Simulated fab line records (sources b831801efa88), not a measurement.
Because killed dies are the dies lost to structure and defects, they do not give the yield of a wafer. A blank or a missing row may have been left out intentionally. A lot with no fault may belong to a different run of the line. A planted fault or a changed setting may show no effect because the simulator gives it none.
Struck lot and sound lot, side by side	flow sky130	18 steps out of a route of 708
Sound: these wafers, L522.1, L522.3, L522.5. The struck wafers were L529.1, L529.5, L529.6. Last of all comes the cause.
For every step that has rows: the tool of each side, followed by ch and its chambers, followed by its first start. Under that, the readings that differ: sound wafers	struck wafers	difference of the means	sigmas: that difference in standard deviations of wafers without a fault.
alike: readings whose means differ by less than 2 such deviations, and words and numbers that are the same on both sides. not compared: withheld readings, readings that some wafer has no value for, bounds like >300 that may hide the same value, and numbers for which the record gives no deviation and whose values overlap.
A row with sigmas, a row that says differs or no value, or rows on one side alone: a step with any of these is where the two part. Numbers that have no deviation but don't overlap get no sigmas and don't part them. Lack of a reading on every wafer of one side parts them only where that side has two or more wafers.

first, 3 steps without rows for these wafers: SKY_VIA3_EXPOSE_09 (exposes mask VIM3, target cd 200 nm); SKY_VIA3_PEB_10; SKY_VIA3_DEVELOP_11 (develop time 60 s).
SKY_VIA3_CD_MEAS_12: target cd 200 nm.
  sound on cd_sem-01, day 42 10:47; struck on cd_sem-02, day 44 18:47
  alike: cd_nm
SKY_VIA3_OVL_MEAS_13:
  sound on overlay-02, day 42 10:55; struck on overlay-01, day 44 18:54
  alike: VIA3_OVL
SKY_VIA3_ETCH_14: etches BARC in N2/H2, stops on SiO2, time 45.9 s, target depth 60 nm.
  sound on rie_diel-01 ch 0,1,2, day 42 10:56; struck on rie_diel-04 ch 0,2,3, day 44 18:56
  alike: drypump_motor_current_A, n2_flow_sccm, oes_product_au, throttle_valve_pct
  not compared: rf_hours_counter_h
SKY_VIA3_ETCH_15: etches SiO2 in C4F8/O2/Ar, stops on TiN, target depth 507 nm, time 78 s.
  sound on rie_diel-01 ch 0,1,2, day 42 10:59; struck on rie_diel-04 ch 0,2,3, day 44 18:59
  alike: oes_product_au
  not compared: rf_hours_counter_h
SKY_VIA3_STRIP_16: strips in O2/N2.
  sound on plasma_asher-02 ch 0,1, day 42 11:03; struck on plasma_asher-04 ch 0,1, day 44 19:02
  alike: drypump_motor_current_A, n2_flow_sccm, oes_product_au, strip_time_to_endpoint_s
  not compared: rf_hours_counter_h
then, 3 steps without rows for these wafers: SKY_VIA3_STRIP_17 (strips in post etch residue remover, time 1200 s); SKY_VIA3_CLEAN_18 (cleans in IPA, time 180 s); SKY_VIA3_CLEAN_19 (cleans in O3/DIW).
SKY_VIA3_SPUTTER_20: material TiN, target thk 20 nm, time 80 s.
  sound on pvd_sputter-03, day 42 11:38; struck on pvd_sputter-01, day 44 19:38
  alike: cathode_dc_power_W, throttle_valve_pct
SKY_VIA3_CVD_21: deposits W, target thk 390 nm, time 117.31 s.
  sound on cvd_w-01 ch 0,1, day 42 11:42; struck on cvd_w-01 ch 1, day 44 19:42
reading	sound	struck	difference	sigmas
model.W_of_VIA3_CVD_21.thk_nm (nm)	392.7 389.8 389.2	725.9 724.9 728.4	+335.8	
  alike: heater_power_w
SKY_VIA3_RS_MEAS_22: a four-point-probe measurement.
  sound on film_metro-03, day 42 11:49; struck on film_metro-03, day 44 19:56
reading	sound	struck	difference	sigmas
VIA3_W_RS (ohm/sq)	0.292 0.294 0.295	0.157 0.157 0.157	-0.137	-38
SKY_VIA3_THK_MEAS_23: measures by xrf.
  sound on film_metro-03, day 42 11:56; struck on film_metro-03, day 44 20:04
reading	sound	struck	difference	sigmas
VIA3_W_THK (nm)	376 376 376	- - -	no value on the struck wafers	
SKY_VIA3_CMP_24: polishes, stops on SiO2, t overpolish 20 s, target thk 0 nm.
  sound on cmp-01 ch 1,3, day 42 12:03; struck on cmp-02 ch 0,1, day 44 20:07
reading	sound	struck	difference	sigmas
time_to_endpoint_s (s)	90 91 90	184 174 183	+90	+16
  alike: motor_current_A, platen_rpm, slurry_flow_ml_min
SKY_METAL4_SPUTTER_00: material Ti, target thk 15 nm, time 10 s.
  sound on pvd_sputter-01, day 42 12:18; struck on pvd_sputter-02, day 44 20:25
  alike: cathode_dc_power_W, throttle_valve_pct
SKY_PAD_OPEN_PROBE_99:
  the record has rows for the sound wafers here (prober-02, day 48 04:58) and none for the struck ones

== WHERE THEY PART ==
Last at SKY_PAD_OPEN_PROBE_99 as far as this record goes, first at SKY_VIA3_RS_MEAS_22.

WHY: what had been put in by the simulator
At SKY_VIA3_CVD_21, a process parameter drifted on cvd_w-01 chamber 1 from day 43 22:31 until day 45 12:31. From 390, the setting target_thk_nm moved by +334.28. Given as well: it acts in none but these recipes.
